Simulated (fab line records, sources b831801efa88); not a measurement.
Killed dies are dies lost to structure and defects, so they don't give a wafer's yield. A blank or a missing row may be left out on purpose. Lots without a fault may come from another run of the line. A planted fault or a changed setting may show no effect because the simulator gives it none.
Problem report in the 8D (eight disciplines) form, filled by code | flow sky130 | the parts of the form that need people (team, actions taken, sign-off) are left out

1. THE PROBLEM
LDD_P_TW at SKY_LDD_P_TW_MEAS_11 reads a mean of 317 on 6 wafers of 2 lots; wafers without a fault read 634 with a standard deviation of 7.4. That is -43 standard deviations from the usual mean.
First seen on wafer L843.2, day 25 03:53, on film_metro-03. The record holds 39 wafers of 13 lots with a number at this step. Rule for "out", or "out of limits": more than 4 standard deviations from the usual mean. The other wafers with a number count as sound.

2. WHAT IT IS AND WHAT IT IS NOT
question                    | is                     | is not
which readings at this step | LDD_P_TW               | -
which lots                  | L843, L845             | L827, L830, L831, L832, L834, L835, L836, L838, L839, L840, L841
which wafers of those lots  | all that have a number | -
read on which gauges        | film_metro-03          | film_metro-02, film_metro-04
when                        | from day 25 03:53      | up to then (33 sound wafers)

3. SUSPECTS, AND WHAT RULES EACH OUT
Counting: a tool at a process step up to the reading stays a suspect if it ran every lot that is out and no sound lot after the first of them.
- the gauge at SKY_LDD_P_TW_MEAS_11: ruled out. All the wafers that are out were read on film_metro-03, but those of them that SKY_LDD_P_IMPLANT_09 has rows for are out there too, on other tools.
- implanter-01 at SKY_LDD_P_IMPLANT_09: kept. It ran every lot that is out, first L843 (day 25 03:40), and no sound lot after that; its last sound lot up to then is L839 (day 24 03:22). Its own readings are out on those wafers: dose_ions_cm2, faraday_current_uA.
Left after counting: implanter-01 at SKY_LDD_P_IMPLANT_09.

4. THE CAUSE (what the simulator had put in)
Process parameter drift: implanter-01, from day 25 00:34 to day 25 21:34, at SKY_LDD_P_IMPLANT_09. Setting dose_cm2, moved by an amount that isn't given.
Counting left only this tool.

5. THE CHAIN OF EFFECTS, in route order
Each row: a reading whose mean over the struck wafers that have a number lies more than 3 standard deviations from the usual. Only readings for which the record gives a usual standard deviation are gone through. hours: the time from each lot's start at the first step in this table that gives one to its start at this step, as a median over the lots. sigmas: the change in usual standard deviations.
hours | step                 | reading            | usual     | on struck wafers | change     | sigmas
0     | SKY_LDD_P_IMPLANT_09 | dose_ions_cm2      | 9.998e+12 | 9.837e+11        | -9.014e+12 | -99 or more
0     | SKY_LDD_P_IMPLANT_09 | faraday_current_uA | 56.3      | 5.6              | -50.7      | -46
0     | SKY_LDD_P_TW_MEAS_11 | LDD_P_TW           | 634       | 317              | -317       | -43
The process steps in it:
- SKY_LDD_P_IMPLANT_09
Later measuring or inspecting steps at which every struck wafer that the step has a row for has a number for every such reading, and none has moved that far: SKY_SD_P_TW_MEAS_11, SKY_SD_N_RS_MEAS_17.

6. WHAT WOULD HAVE CAUGHT IT SOONER
In this record the first reading out of limits at a measuring or inspecting step was taken at day 25 03:53, 3 hours after the fault began at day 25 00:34.
The tool's own readings at SKY_LDD_P_IMPLANT_09 were out on every struck wafer that the step has a row for (dose_ions_cm2, faraday_current_uA): an alarm limit on them would have fired on the first of those.
Of the lots that are out (2), L845 began SKY_LDD_P_IMPLANT_09 on implanter-01 after day 25 03:53. A hold on the tool at that time would have spared it.
